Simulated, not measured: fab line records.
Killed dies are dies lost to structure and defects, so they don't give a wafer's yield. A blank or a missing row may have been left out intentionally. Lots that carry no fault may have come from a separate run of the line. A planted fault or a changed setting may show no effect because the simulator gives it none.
fab line records	flow sky130
record lots=24	wafers=72	lastDay=50
route steps=708 shown VIA1@474 METAL2@503 METAL3@564 VIA3@585 METAL4@635
lots that met no fault: taken from a fault-free run of the same line
startH: hours from the record's first day to the start of the lot's first wafer shown	waitH: hours elapsed since this lot's preceding step	" as in the row above	L1.1+2: a row that stands for several wafers	- no value present, or no start provided	* or withheld: withheld	< > ~ a bound
route shown NAME@n: NAME is a module with steps in the file, n the number in the route of the first one	usual: the fault-free wafers' mean and standard deviation	same: alike in all rows	chamber/n: place in a boat	sites: readings site by site	_std_site: their standard deviation	_edge_site: mean of outer sites minus mean of inner sites	radiusMm: how far each site lies from the wafer's centre	mask NAME#n: copy n	behind: the last tool/chamber to shape the wafer	hold: reason for holding the lot/hours on hold/outcome of the hold	device: the n, p or np transistor that did not switch	end of line: tests run on the same wafers once the route is complete	a step without rows: its recipe alone	killed: count of dies lost to structure and defects at first sort (not the wafer's yield)	map: the dies of a wafer, with x for killed, . for not killed, _ for no die there
set.NAME: the run value of the setting; set.NAME@STEP: its run value at that earlier step	model.NAME: the simulator's own value behind a step, which no gauge read
steps of the route over a sample of lots; a table a step, a row a wafer
services: a tool's chamber out of use, with start hour (startH, from the record's first day; less than 0 if before it), hours out, and reason
## steps
# step SKY_VIA1_STRIP_16
# recipe chemistry=O2/N2	powerW=1400	pressureMtorr=1500	platenTempC=withheld	o2FlowSccm=3000	n2FlowSccm=300	overashFraction=0.5
# usual drypumpMotorCurrentA=5.7/0.5	oesProductAu=0.415/0.0046	stripTimeToEndpointS=4.457/0.024
# same overashFraction=0.5
lot.wafer	tool	chamber	startH	waitH	drypumpMotorCurrentA	oesProductAu	rfHoursCounterH	stripTimeToEndpointS
L074.2	plasmaAsher-04	1	786.70	0.0	6.0	0.406	37	4.463
L074.3	"	0	"	"	5.9	0.418	-	4.490
L074.4	"	1	"	"	6.0	0.415	-	4.487
L077.1	plasmaAsher-01	1	800.06	0.0	6.2	0.412	6	4.453
L077.4	"	0	"	"	4.8	0.409	-	4.456
L077.6	"	0	"	"	4.8	0.413	-	4.485
L075.1	plasmaAsher-03	0	802.84	0.0	5.4	0.415	94	4.455
L075.5	"	1	"	"	5.7	0.416	-	4.456
L075.6	"	0	"	"	5.4	0.406	-	4.469
L076.2	plasmaAsher-04	1	806.45	0.0	6.0	0.406	39	4.461
L076.5	"	1	"	"	6.0	0.427	-	4.475
L076.6	"	0	"	"	5.9	0.410	-	4.438
L078.2	plasmaAsher-03	1	811.45	0.0	5.7	0.420	94	4.463
L078.3	"	0	"	"	5.4	0.411	-	4.477
L078.6	"	1	"	"	5.8	0.413	-	4.470
L079.1	plasmaAsher-01	1	814.55	0.0	6.2	0.414	7	4.397
L079.2	"	0	"	"	4.8	0.416	7	4.454
L079.3	"	0	"	"	4.8	0.415	-	4.492
L080.1	plasmaAsher-01	1	831.89	0.0	6.2	0.407	9	4.433
L080.3	"	0	"	"	4.8	0.409	-	4.443
L080.4	"	1	"	"	6.2	0.416	-	4.428
L081.2	plasmaAsher-01	0	846.46	0.0	4.8	0.413	10	4.418
L081.3	"	0	"	"	4.8	0.410	-	4.438
L081.4	"	1	"	"	6.2	0.416	-	4.489
L082.2	plasmaAsher-01	1	848.45	0.0	6.2	0.412	11	4.460
L082.4	"	0	"	"	4.8	0.410	-	4.451
L082.6	"	1	"	"	6.2	0.415	-	4.461
L083.3	plasmaAsher-01	1	855.35	0.1	6.2	0.416	-	4.481
L083.4	"	0	"	"	4.8	0.415	-	4.444
L083.5	"	1	"	"	6.2	0.421	-	4.428
L084.2	plasmaAsher-04	0	867.26	0.0	5.9	0.418	45	4.461
L084.3	"	0	"	"	5.9	0.419	-	4.444
L084.5	"	1	"	"	6.0	0.424	-	4.457
L085.3	plasmaAsher-04	0	888.73	0.1	5.9	0.417	-	4.445
L085.5	"	1	"	"	6.0	0.422	-	4.476
L085.6	"	0	"	"	5.9	0.420	-	4.461
L086.1	plasmaAsher-01	1	893.06	0.0	6.2	0.410	15	4.461
L086.2	"	0	"	"	4.8	0.413	15	4.464
L086.4	"	0	"	"	4.8	0.410	-	4.412
L087.1	plasmaAsher-01	1	893.74	0.0	6.2	0.423	15	4.457
L087.3	"	0	"	"	4.8	0.423	-	4.466
L087.4	"	1	"	"	6.2	0.411	-	4.461
L088.1	plasmaAsher-01	0	898.40	0.0	4.8	0.411	16	4.461
L088.3	"	0	"	"	4.8	0.415	-	4.459
L088.5	"	1	"	"	6.3	0.413	-	4.450
L089.2	plasmaAsher-03	0	903.80	0.0	5.4	0.411	102	4.453
L089.4	"	0	"	"	5.4	0.416	-	4.498
L089.5	"	0	"	"	5.4	0.409	-	4.411
L090.1	plasmaAsher-03	0	915.55	0.0	5.4	0.420	103	4.453
L090.2	"	1	"	"	5.7	0.416	103	4.451
L090.6	"	1	"	"	5.7	0.416	-	4.426
L091.2	plasmaAsher-03	1	918.39	0.0	5.8	0.412	103	4.491
L091.3	"	0	"	"	5.4	0.418	-	4.487
L091.6	"	1	"	"	5.8	0.416	-	4.481
L092.1	plasmaAsher-04	0	921.99	0.0	5.9	0.415	51	4.411
L092.3	"	1	"	"	6.0	0.416	-	4.455
L092.5	"	0	"	"	5.9	0.409	-	4.383
L093.1	plasmaAsher-04	1	930.09	0.0	6.0	0.413	52	4.482
L093.3	"	1	"	"	6.0	0.416	-	4.438
L093.6	"	0	"	"	5.9	0.417	-	4.452
L094.1	plasmaAsher-01	1	946.93	0.0	6.2	0.414	21	4.461
L094.5	"	1	"	"	6.2	0.418	-	4.484
L094.6	"	0	"	"	4.8	0.420	-	4.467
L095.3	plasmaAsher-03	1	947.90	0.1	5.8	0.412	-	4.463
L095.4	"	0	"	"	5.4	0.414	-	4.441
L095.6	"	0	"	"	5.4	0.411	-	4.408
L096.3	plasmaAsher-04	1	954.43	0.1	6.0	0.422	-	4.455
L096.4	"	0	"	"	5.8	0.401	-	4.463
L096.6	"	0	"	"	5.9	0.412	-	4.478
L097.2	plasmaAsher-04	1	966.25	0.0	6.0	0.418	56	4.437
L097.3	"	0	"	"	5.9	0.411	-	4.462
L097.5	"	1	"	"	6.0	0.424	-	4.470
# step SKY_METAL2_STRIP_20
# recipe chemistry=O2/N2	powerW=1400	pressureMtorr=1500	platenTempC=withheld	o2FlowSccm=3000	n2FlowSccm=300	overashFraction=0.5
# usual drypumpMotorCurrentA=5.5/0.36	oesProductAu=0.343/0.0057	stripTimeToEndpointS=2.71/0.066
# same overashFraction=0.5
lot.wafer	tool	chamber	startH	waitH	drypumpMotorCurrentA	oesProductAu	rfHoursCounterH	stripTimeToEndpointS
L074.2	plasmaAsher-02	1	815.93	0.1	5.4	0.349	70	2.70
L074.3	"	0	"	"	5.3	0.338	-	2.72
L074.4	"	1	"	"	5.4	0.339	-	2.72
L077.1	plasmaAsher-03	0	829.13	0.1	5.4	0.348	96	2.80
L077.4	"	0	"	"	5.4	0.346	-	2.78
L077.6	"	0	"	"	5.4	0.344	-	2.77
L075.1	plasmaAsher-03	0	831.47	0.1	5.4	0.341	96	2.75
L075.5	"	1	"	"	5.8	0.347	-	2.73
L075.6	"	0	"	"	5.4	0.341	-	2.72
L076.2	plasmaAsher-01	1	834.86	0.1	6.3	0.360	9	2.72
L076.5	"	1	"	"	6.2	0.339	-	2.68
L076.6	"	0	"	"	4.8	0.334	-	2.72
L078.2	plasmaAsher-03	0	840.25	0.1	5.4	0.343	97	2.71
L078.3	"	0	"	"	5.4	0.346	-	2.74
L078.6	"	1	"	"	5.7	0.348	-	2.73
L079.1	plasmaAsher-01	1	843.24	0.1	6.2	0.340	10	2.71
L079.2	"	0	"	"	4.8	0.342	10	2.62
L079.3	"	1	"	"	6.2	0.347	-	2.60
L080.1	plasmaAsher-03	1	861.16	0.1	5.8	0.336	99	2.74
L080.3	"	1	"	"	5.7	0.339	-	2.58
L080.4	"	0	"	"	5.4	0.357	-	2.74
L081.2	plasmaAsher-03	1	875.11	0.1	5.8	0.350	101	2.72
L081.3	"	0	"	"	5.4	0.341	-	2.71
L081.4	"	1	"	"	5.8	0.341	-	2.72
L082.2	plasmaAsher-03	1	877.28	0.1	5.7	0.344	101	2.79
L082.4	"	0	"	"	5.3	0.329	-	2.62
L082.6	"	0	"	"	5.3	0.346	-	2.75
L083.3	plasmaAsher-03	1	884.68	0.1	5.8	0.338	-	2.68
L083.4	"	0	"	"	5.4	0.345	-	2.71
L083.5	"	0	"	"	5.4	0.346	-	2.71
L084.2	plasmaAsher-02	1	896.58	0.1	5.4	0.332	79	2.75
L084.3	"	1	"	"	5.3	0.346	-	2.75
L084.5	"	0	"	"	5.3	0.341	-	2.76
L085.3	plasmaAsher-02	0	916.77	0.1	5.3	0.340	-	2.69
L085.5	"	0	"	"	5.3	0.341	-	2.54
L085.6	"	1	"	"	5.3	0.340	-	2.70
L086.1	plasmaAsher-03	1	921.43	0.1	5.7	0.356	103	2.71
L086.2	"	0	"	"	5.4	0.342	103	2.71
L086.4	"	0	"	"	5.4	0.342	-	2.72
L087.1	plasmaAsher-03	1	921.84	0.1	5.8	0.348	104	2.76
L087.3	"	0	"	"	5.4	0.336	-	2.73
L087.4	"	1	"	"	5.7	0.341	-	2.62
L088.1	plasmaAsher-01	1	926.38	0.1	6.2	0.355	19	2.83
L088.3	"	1	"	"	6.2	0.348	-	2.82
L088.5	"	0	"	"	4.8	0.345	-	2.81
L089.2	plasmaAsher-03	0	931.59	0.1	5.4	0.341	105	2.69
L089.4	"	1	"	"	5.7	0.350	-	2.77
L089.5	"	1	"	"	5.7	0.348	-	2.76
L090.1	plasmaAsher-03	0	942.11	0.1	5.4	0.343	106	2.70
L090.2	"	1	"	"	5.7	0.340	106	2.63
L090.6	"	0	"	"	5.4	0.341	-	2.65
L091.2	plasmaAsher-02	0	945.53	0.1	5.3	0.348	84	2.69
L091.3	"	1	"	"	5.4	0.341	-	2.71
L091.6	"	1	"	"	5.4	0.348	-	2.77
L092.1	plasmaAsher-01	1	949.18	0.1	6.2	0.344	21	2.67
L092.3	"	1	"	"	6.2	0.345	-	2.58
L092.5	"	1	"	"	6.2	0.343	-	2.66
L093.1	plasmaAsher-02	0	956.06	0.1	5.3	0.338	85	2.74
L093.3	"	0	"	"	5.3	0.346	-	2.76
L093.6	"	0	"	"	5.3	0.352	-	2.75
L094.1	plasmaAsher-03	1	972.39	0.1	5.8	0.337	108	2.59
L094.5	"	1	"	"	5.7	0.352	-	2.77
L094.6	"	0	"	"	5.4	0.335	-	2.59
L095.3	plasmaAsher-02	1	973.45	0.1	5.4	0.340	-	2.76
L095.4	"	0	"	"	5.3	0.348	-	2.76
L095.6	"	1	"	"	5.4	0.341	-	2.76
L096.3	plasmaAsher-01	1	979.94	0.1	6.2	0.345	-	2.74
L096.4	"	0	"	"	4.9	0.343	-	2.66
L096.6	"	0	"	"	4.8	0.341	-	2.64
L097.2	plasmaAsher-03	1	991.58	0.1	5.8	0.345	110	2.71
L097.3	"	0	"	"	5.4	0.350	-	2.70
L097.5	"	1	"	"	5.7	0.336	-	2.69
# step SKY_METAL3_OVL_MEAS_14
# usual METAL3_OVL=2/5.6
lot.wafer	tool	chamber	startH	waitH	METAL3_OVL[nm]
L074.2	overlay-02	-	900.02	0.1	8
L074.3	"	-	"	"	10
L074.4	"	-	"	"	12
L077.1	overlay-01	-	913.19	0.1	-10
L077.4	"	-	"	"	-4
L077.6	"	-	"	"	-6
L075.1	overlay-02	-	914.73	0.1	1
L075.5	"	-	"	"	-2
L075.6	"	-	"	"	0
L076.2	overlay-02	-	919.27	0.1	4
L076.5	"	-	"	"	-2
L076.6	"	-	"	"	-9
L078.2	overlay-02	-	923.75	0.1	-3
L078.3	"	-	"	"	6
L078.6	"	-	"	"	-1
L079.1	overlay-02	-	926.48	0.1	3
L079.2	"	-	"	"	4
L079.3	"	-	"	"	2
L080.1	overlay-02	-	942.31	0.1	-8
L080.3	"	-	"	"	5
L080.4	"	-	"	"	2
L081.2	overlay-01	-	955.50	0.1	5
L081.3	"	-	"	"	-3
L081.4	"	-	"	"	4
L082.2	overlay-01	-	958.52	0.1	0
L082.4	"	-	"	"	2
L082.6	"	-	"	"	-1
L083.3	overlay-02	-	964.63	0.1	5
L083.4	"	-	"	"	12
L083.5	"	-	"	"	16
L084.2	overlay-01	-	975.93	0.1	5
L084.3	"	-	"	"	8
L084.5	"	-	"	"	1
L085.3	overlay-02	-	992.10	0.1	-1
L085.5	"	-	"	"	0
L085.6	"	-	"	"	-4
L086.1	overlay-02	-	997.33	0.1	5
L086.2	"	-	"	"	8
L086.4	"	-	"	"	8
L087.1	overlay-02	-	998.06	0.1	-3
L087.3	"	-	"	"	-3
L087.4	"	-	"	"	0
L088.1	overlay-02	-	1001.98	0.1	3
L088.3	"	-	"	"	1
L088.5	"	-	"	"	11
L089.2	overlay-01	-	1006.12	0.1	2
L089.4	"	-	"	"	4
L089.5	"	-	"	"	8
L090.1	overlay-01	-	1014.86	0.1	-3
L090.2	"	-	"	"	1
L090.6	"	-	"	"	3
L091.2	overlay-01	-	1018.12	0.1	6
L091.3	"	-	"	"	0
L091.6	"	-	"	"	3
L092.1	overlay-02	-	1023.54	0.1	3
L092.3	"	-	"	"	1
L092.5	"	-	"	"	4
L093.1	overlay-02	-	1029.83	0.1	1
L093.3	"	-	"	"	-5
L093.6	"	-	"	"	-4
L094.1	overlay-01	-	1045.06	0.1	-2
L094.5	"	-	"	"	-4
L094.6	"	-	"	"	0
L095.3	overlay-01	-	1046.04	0.1	0
L095.4	"	-	"	"	5
L095.6	"	-	"	"	-2
L096.3	overlay-01	-	1051.89	0.1	4
L096.4	"	-	"	"	11
L096.6	"	-	"	"	4
L097.2	overlay-02	-	1062.57	0.1	-3
L097.3	"	-	"	"	-4
L097.5	"	-	"	"	-2
# step SKY_METAL3_ETCH_17
# recipe target=SiO2	stopOn=TiN	chemistry=C4F8/O2/Ar	sourceW=1500	biasW=1200	pressureMtorr=40	c4f8FlowSccm=withheld	O2_flow_sccm=6	Ar_flow_sccm=300	timeS=3.9	targetDepthA=150
# usual oesProductAu=0.754/0.0089
lot.wafer	tool	chamber	startH	waitH	oesProductAu	rfHoursCounterH
L074.2	rieDiel-04	1	900.18	0.1	0.754	12
L074.3	"	0	"	"	0.753	5
L074.4	"	2	"	"	0.773	14
L077.1	rieDiel-01	3	913.36	0.1	0.741	7
L077.4	"	2	"	"	0.756	4
L077.6	"	2	"	"	0.751	-
L075.1	rieDiel-04	0	914.89	0.1	0.752	6
L075.5	"	2	"	"	0.765	-
L075.6	"	3	"	"	0.762	-
L076.2	rieDiel-01	3	919.43	0.1	0.737	7
L076.5	"	1	"	"	0.747	-
L076.6	"	0	"	"	0.748	-
L078.2	rieDiel-04	2	923.91	0.1	0.758	15
L078.3	"	3	"	"	0.755	17
L078.6	"	3	"	"	0.767	-
L079.1	rieDiel-01	2	926.64	0.1	0.743	4
L079.2	"	3	"	"	0.755	7
L079.3	"	0	"	"	0.741	12
L080.1	rieDiel-01	3	942.70	0.2	0.747	8
L080.3	"	2	"	"	0.756	4
L080.4	"	0	"	"	0.739	-
L081.2	rieDiel-04	2	955.66	0.1	0.740	16
L081.3	"	3	"	"	0.745	18
L081.4	"	1	"	"	0.743	14
L082.2	rieDiel-03	0	958.68	0.1	0.740	13
L082.4	"	1	"	"	0.749	-
L082.6	"	0	"	"	0.753	-
L083.3	rieDiel-03	2	964.78	0.0	0.746	10
L083.4	"	0	"	"	0.759	13
L083.5	"	1	"	"	0.760	-
L084.2	rieDiel-03	3	976.22	0.1	0.760	7
L084.3	"	1	"	"	0.751	9
L084.5	"	1	"	"	0.761	-
L085.3	rieDiel-01	0	992.26	0.0	0.759	15
L085.5	"	2	"	"	0.754	-
L085.6	"	1	"	"	0.743	-
L086.1	rieDiel-01	2	997.49	0.1	0.758	6
L086.2	"	3	"	"	0.761	9
L086.4	"	1	"	"	0.768	5
L087.1	rieDiel-04	0	998.23	0.1	0.760	8
L087.3	"	1	"	"	0.757	15
L087.4	"	2	"	"	0.763	17
L088.1	rieDiel-04	2	1002.14	0.1	0.746	17
L088.3	"	0	"	"	0.751	8
L088.5	"	3	"	"	0.758	-
L089.2	rieDiel-04	1	1006.28	0.1	0.744	15
L089.4	"	2	"	"	0.759	18
L089.5	"	2	"	"	0.760	-
L090.1	rieDiel-03	0	1015.03	0.1	0.744	15
L090.2	"	3	"	"	0.740	9
L090.6	"	3	"	"	0.759	-
L091.2	rieDiel-04	3	1018.28	0.1	0.754	20
L091.3	"	0	"	"	0.759	9
L091.6	"	3	"	"	0.762	-
L092.1	rieDiel-01	2	1023.71	0.1	0.753	7
L092.3	"	1	"	"	0.753	6
L092.5	"	2	"	"	0.769	-
L093.1	rieDiel-03	1	1029.99	0.1	0.753	11
L093.3	"	3	"	"	0.735	9
L093.6	"	1	"	"	0.751	-
L094.1	rieDiel-04	2	1045.23	0.1	0.766	19
L094.5	"	0	"	"	0.759	-
L094.6	"	1	"	"	0.767	-
L095.3	rieDiel-03	1	1046.19	0.0	0.751	12
L095.4	"	3	"	"	0.752	10
L095.6	"	0	"	"	0.763	-
L096.3	rieDiel-04	0	1052.09	0.0	0.745	10
L096.4	"	2	"	"	0.745	19
L096.6	"	2	"	"	0.762	-
L097.2	rieDiel-04	0	1062.73	0.1	0.759	10
L097.3	"	2	"	"	0.770	19
L097.5	"	2	"	"	0.755	-
# step SKY_VIA3_CD_MEAS_12
# recipe targetCdNm=200
# usual cdNm=200.0/1.5
lot.wafer	tool	chamber	startH	waitH	cdNm
L074.2	cdSem-01	-	928.04	-	199.7
L074.3	"	-	"	"	199.9
L074.4	"	-	"	"	200.2
L077.1	cdSem-02	-	940.27	-	200.0
L077.4	"	-	"	"	198.4
L077.6	"	-	"	"	199.1
L075.1	cdSem-01	-	941.25	-	201.6
L075.5	"	-	"	"	201.9
L075.6	"	-	"	"	199.5
L076.2	cdSem-01	-	946.57	-	201.8
L076.5	"	-	"	"	201.3
L076.6	"	-	"	"	200.6
L078.2	cdSem-02	-	950.94	-	196.7
L078.3	"	-	"	"	196.3
L078.6	"	-	"	"	196.8
L079.1	cdSem-02	-	959.34	-	201.3
L079.2	"	-	"	"	200.9
L079.3	"	-	"	"	199.9
L080.1	cdSem-01	-	967.79	-	201.5
L080.3	"	-	"	"	200.0
L080.4	"	-	"	"	200.1
L081.2	cdSem-02	-	980.51	-	201.3
L081.3	"	-	"	"	200.5
L081.4	"	-	"	"	199.6
L082.2	cdSem-02	-	983.74	-	199.1
L082.4	"	-	"	"	197.4
L082.6	"	-	"	"	197.0
L083.3	cdSem-02	-	989.79	-	198.6
L083.4	"	-	"	"	198.9
L083.5	"	-	"	"	196.4
L084.2	cdSem-02	-	1001.47	-	199.3
L084.3	"	-	"	"	198.5
L084.5	"	-	"	"	200.3
L085.3	cdSem-01	-	1016.88	-	200.5
L085.5	"	-	"	"	201.5
L085.6	"	-	"	"	200.3
L086.1	cdSem-02	-	1021.69	-	201.6
L086.2	"	-	"	"	202.3
L086.4	"	-	"	"	201.6
L087.1	cdSem-01	-	1022.42	-	201.0
L087.3	"	-	"	"	202.4
L087.4	"	-	"	"	202.2
L088.1	cdSem-02	-	1027.32	-	198.8
L088.3	"	-	"	"	198.8
L088.5	"	-	"	"	198.2
L089.2	cdSem-02	-	1030.67	-	200.8
L089.4	"	-	"	"	201.0
L089.5	"	-	"	"	200.6
L090.1	cdSem-01	-	1038.79	-	199.6
L090.2	"	-	"	"	201.3
L090.6	"	-	"	"	200.6
L091.2	cdSem-01	-	1042.12	-	197.4
L091.3	"	-	"	"	197.8
L091.6	"	-	"	"	198.6
L092.1	cdSem-02	-	1047.05	-	201.2
L092.3	"	-	"	"	200.3
L092.5	"	-	"	"	200.5
L093.1	cdSem-01	-	1052.49	-	199.6
L093.3	"	-	"	"	199.3
L093.6	"	-	"	"	200.6
L094.1	cdSem-01	-	1067.70	-	202.5
L094.5	"	-	"	"	201.9
L094.6	"	-	"	"	201.7
L095.3	cdSem-01	-	1068.96	-	200.4
L095.4	"	-	"	"	199.8
L095.6	"	-	"	"	199.4
L096.3	cdSem-02	-	1074.69	-	199.6
L096.4	"	-	"	"	200.2
L096.6	"	-	"	"	201.6
L097.2	cdSem-01	-	1084.67	-	200.2
L097.3	"	-	"	"	199.3
L097.5	"	-	"	"	198.5
# step SKY_METAL4_STRIP_19
# recipe chemistry=O2/N2	powerW=1400	pressureMtorr=1500	platenTempC=withheld	o2FlowSccm=3000	n2FlowSccm=300	overashFraction=0.5
# usual drypumpMotorCurrentA=5.6/0.41	oesProductAu=0.502/0.0063	stripTimeToEndpointS=6.53/0.11
# same overashFraction=0.5
lot.wafer	tool	chamber	startH	waitH	drypumpMotorCurrentA	oesProductAu	rfHoursCounterH	stripTimeToEndpointS
L074.2	plasmaAsher-04	1	979.02	0.1	6.0	0.509	57	6.65
L074.3	"	1	"	"	6.0	0.504	-	6.60
L074.4	"	0	"	"	5.9	0.492	-	6.41
L077.1	plasmaAsher-04	1	990.59	0.1	6.0	0.510	58	6.58
L077.4	"	1	"	"	6.0	0.511	-	6.66
L077.6	"	0	"	"	5.9	0.497	-	6.45
L075.1	plasmaAsher-04	1	991.15	0.1	6.0	0.493	58	6.51
L075.5	"	1	"	"	6.0	0.502	-	6.56
L075.6	"	0	"	"	5.9	0.499	-	6.30
L076.2	plasmaAsher-04	0	996.19	0.1	5.9	0.501	59	6.62
L076.5	"	0	"	"	5.9	0.496	-	6.41
L076.6	"	1	"	"	6.0	0.505	-	6.64
L078.2	plasmaAsher-02	1	1000.99	0.1	5.4	0.503	90	6.58
L078.3	"	1	"	"	5.4	0.502	-	6.47
L078.6	"	0	"	"	5.3	0.509	-	6.56
L079.1	plasmaAsher-02	1	1010.49	0.1	5.4	0.503	91	6.41
L079.2	"	0	"	"	5.3	0.499	91	6.65
L079.3	"	1	"	"	5.4	0.495	-	6.41
L080.1	plasmaAsher-04	1	1017.94	0.1	6.0	0.511	61	6.65
L080.3	"	0	"	"	5.9	0.507	-	6.65
L080.4	"	1	"	"	6.0	0.493	-	6.42
L081.2	plasmaAsher-02	1	1029.85	0.1	5.4	0.503	93	6.35
L081.3	"	0	"	"	5.3	0.493	-	6.39
L081.4	"	1	"	"	5.4	0.500	-	6.59
L082.2	plasmaAsher-04	0	1032.08	0.2	5.9	0.508	63	6.45
L082.4	"	0	"	"	5.9	0.510	-	6.55
L082.6	"	1	"	"	6.0	0.500	-	6.55
L083.3	plasmaAsher-02	1	1037.20	0.1	5.4	0.488	-	6.27
L083.4	"	0	"	"	5.3	0.509	-	6.51
L083.5	"	1	"	"	5.4	0.497	-	6.33
L084.2	plasmaAsher-01	1	1049.36	0.2	6.2	0.501	31	6.55
L084.3	"	1	"	"	6.2	0.508	-	6.54
L084.5	"	0	"	"	4.8	0.504	-	6.52
L085.3	plasmaAsher-04	1	1063.57	0.1	6.0	0.502	-	6.54
L085.5	"	1	"	"	6.0	0.506	-	6.60
L085.6	"	0	"	"	5.9	0.502	-	6.47
L086.1	plasmaAsher-02	0	1068.84	0.1	5.3	0.489	97	6.35
L086.2	"	1	"	"	5.4	0.503	97	6.62
L086.4	"	1	"	"	5.4	0.494	-	6.40
L087.1	plasmaAsher-02	0	1069.19	0.1	5.3	0.495	97	6.55
L087.3	"	0	"	"	5.3	0.508	-	6.65
L087.4	"	1	"	"	5.4	0.504	-	6.52
L088.1	plasmaAsher-01	0	1073.65	0.1	4.8	0.504	33	6.65
L088.3	"	1	"	"	6.2	0.509	-	6.56
L088.5	"	1	"	"	6.2	0.505	-	6.66
L089.2	plasmaAsher-01	1	1075.74	0.1	6.2	0.487	33	6.26
L089.4	"	1	"	"	6.2	0.490	-	6.29
L089.5	"	1	"	"	6.2	0.490	-	6.29
L090.1	plasmaAsher-02	1	1083.69	0.1	5.4	0.489	98	6.46
L090.2	"	0	"	"	5.3	0.500	98	6.62
L090.6	"	1	"	"	5.4	0.493	-	6.55
L091.2	plasmaAsher-02	1	1087.84	0.1	5.3	0.501	99	6.40
L091.3	"	0	"	"	5.3	0.500	-	6.39
L091.6	"	0	"	"	5.3	0.494	-	6.34
L092.1	plasmaAsher-02	0	1091.69	0.1	5.3	0.509	99	6.62
L092.3	"	0	"	"	5.3	0.498	-	6.55
L092.5	"	0	"	"	5.3	0.503	-	6.64
L093.1	plasmaAsher-02	0	1097.74	0.1	5.4	0.500	100	6.60
L093.3	"	0	"	"	5.3	0.498	-	6.45
L093.6	"	1	"	"	5.4	0.516	-	6.59
L094.1	plasmaAsher-01	1	1111.67	0.1	6.2	0.512	37	6.66
L094.5	"	0	"	"	4.8	0.504	-	6.52
L094.6	"	1	"	"	6.2	0.513	-	6.67
L095.3	plasmaAsher-02	1	1113.32	0.1	5.3	0.507	-	6.68
L095.4	"	0	"	"	5.3	0.503	-	6.62
L095.6	"	1	"	"	5.3	0.504	-	6.65
L096.3	plasmaAsher-04	1	1118.22	0.1	6.0	0.496	-	6.55
L096.4	"	0	"	"	5.9	0.490	-	6.33
L096.6	"	1	"	"	6.0	0.510	-	6.62
L097.2	plasmaAsher-01	0	1126.75	0.1	4.8	0.507	39	6.69
L097.3	"	1	"	"	6.2	0.502	-	6.67
L097.5	"	1	"	"	6.2	0.506	-	6.66
## services
tool	chamber	startH	hours	kind
rieDiel-01	-	773.31	0.3	repair
rieDiel-03	3	796.76	3.7	repair
rieDiel-01	-	809.90	1.2	repair
rieDiel-04	0	847.07	4.2	repair
rieDiel-04	2	848.56	9.2	repair
rieDiel-01	-	874.43	2.0	repair
rieDiel-01	-	876.44	0.3	repair
plasmaAsher-03	-	885.57	15.6	repair
rieDiel-01	1	927.77	21.2	repair
rieDiel-01	3	943.23	8.3	repair
plasmaAsher-03	-	953.65	2.6	repair
rieDiel-04	3	960.03	6.1	repair
plasmaAsher-03	-	965.28	2.8	repair
rieDiel-04	1	971.60	7.2	repair
plasmaAsher-01	-	985.30	9.0	repair
plasmaAsher-01	-	1007.67	3.7	repair
rieDiel-04	2	1042.07	2.6	repair
rieDiel-01	2	1049.60	1.5	repair
plasmaAsher-03	-	1055.25	9.0	pm
rieDiel-01	-	1075.78	1.5	repair
plasmaAsher-01	-	1083.02	0.8	repair
plasmaAsher-04	-	1083.95	14.6	pm
rieDiel-04	2	1108.63	5.1	repair
rieDiel-01	-	1111.27	28.1	pm
## key
fault none
